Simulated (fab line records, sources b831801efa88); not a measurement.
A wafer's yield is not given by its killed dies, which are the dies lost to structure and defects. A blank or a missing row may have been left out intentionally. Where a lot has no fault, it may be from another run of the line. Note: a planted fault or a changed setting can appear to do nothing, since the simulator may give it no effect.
What tool caused it? + flow gf180mcu + 14 lots with 42 wafers sampled at 2 steps, on a route of 602 steps

WHAT EACH GAUGE READ, for each wafer
GF_HV_LDD_OVL_MEAS_47.
| lot  | measured     | on         | HV_LDD_03_OVL (nm) |
|------|--------------|------------|--------------------|
| L679 | day 12 17:59 | overlay-02 | 1.0 1.3 2.9        |
| L681 | day 13 02:37 | overlay-02 | 1.3 1.3 0.5        |
| L682 | day 13 20:23 | overlay-02 | 0.8 1.8 2.2        |
| L683 | day 13 20:42 | overlay-02 | 2.2 1.2 2.1        |
| L684 | day 14 05:26 | overlay-02 | 1.2 1.4 -0.1       |
| L687 | day 15 09:59 | overlay-02 | -2.0 -1.7 1.8      |
| L690 | day 16 05:00 | overlay-01 | -0.2 2.2 -0.8      |
| L691 | day 16 14:53 | overlay-02 | 2.0 3.1 2.5        |
| L692 | day 16 20:59 | overlay-01 | 1.6 0.4 1.6        |
| L693 | day 17 03:17 | overlay-01 | 2.6 2.1 2.6        |
| L695 | day 18 01:25 | overlay-01 | 0.8 0.9 -0.1       |
| L696 | day 18 11:40 | overlay-01 | 2.1 0.1 2.4        |
| L699 | day 20 02:02 | overlay-02 | 0.5 -0.7 -0.1      |
| L701 | day 20 09:05 | overlay-02 | 1.1 2.3 1.1        |

GF_HV_LDD_THK_MEAS_57.
| lot  | measured     | on            | HV_LDD_CVD_56_THK (nm) |
|------|--------------|---------------|------------------------|
| L679 | day 12 21:05 | film_metro-03 | 89.7 90.4 90.0         |
| L681 | day 13 06:40 | film_metro-03 | 92.9 92.5 92.4         |
| L682 | day 13 23:28 | film_metro-03 | 90.9 90.1 90.8         |
| L683 | day 13 23:58 | film_metro-01 | 89.2 89.4 90.2         |
| L684 | day 14 08:32 | film_metro-03 | 90.1 89.7 89.2         |
| L687 | day 15 13:59 | film_metro-03 | 89.6 89.9 89.7         |
| L690 | day 16 08:05 | film_metro-03 | 90.4 90.1 89.5         |
| L691 | day 16 17:59 | film_metro-01 | 91.0 91.0 90.8         |
| L692 | day 17 00:05 | film_metro-03 | 91.1 92.1 91.9         |
| L693 | day 17 06:23 | film_metro-04 | 90.7 91.0 90.9         |
| L695 | day 18 04:31 | film_metro-04 | 90.6 89.4 90.3         |
| L696 | day 18 14:46 | film_metro-04 | 91.2 90.6 91.1         |
| L699 | day 20 05:08 | film_metro-04 | 90.7 89.8 89.6         |
| L701 | day 20 12:11 | film_metro-03 | 90.3 90.4 90.3         |

WHICH TOOL RAN EACH LOT (tool, then ch and the chambers of the sampled wafers, then the start)
Record: no process step prior to these readings.

AS READ BY THE TOOLS THEMSELVES (means over the sampled wafers that have a number; for cases with no such wafer, the mark the record gives instead)
The record holds no such reading with a usual standard deviation.

THE ANSWER, worked out from the rows above alone
Rule: usual is defined by the lots themselves. Put in order of their means at a reading, lots are off if they are a third of the lots or fewer, leave a main group of 4 or more, and stand apart from it by a gap of 3 or more times the standard deviation of the main group's means; of several such gaps the widest counts. A main group is skipped when, at the precision printed for the reading in the tables above, its means are all equal. A lot without any number at a reading at which 4 lots or more have one is off too. All remaining lots with rows at the step are treated as sound. The gauges are gone through in route order, then the tools' own readings, and for those a lot's mean is taken as printed above. At the first step where some lot is off, the reading lying furthest off is the one used; lots without a number count as furthest.
No lot is off at any reading shown: from this, nothing can be told.

WHAT WAS PUT IN BY THE SIMULATOR
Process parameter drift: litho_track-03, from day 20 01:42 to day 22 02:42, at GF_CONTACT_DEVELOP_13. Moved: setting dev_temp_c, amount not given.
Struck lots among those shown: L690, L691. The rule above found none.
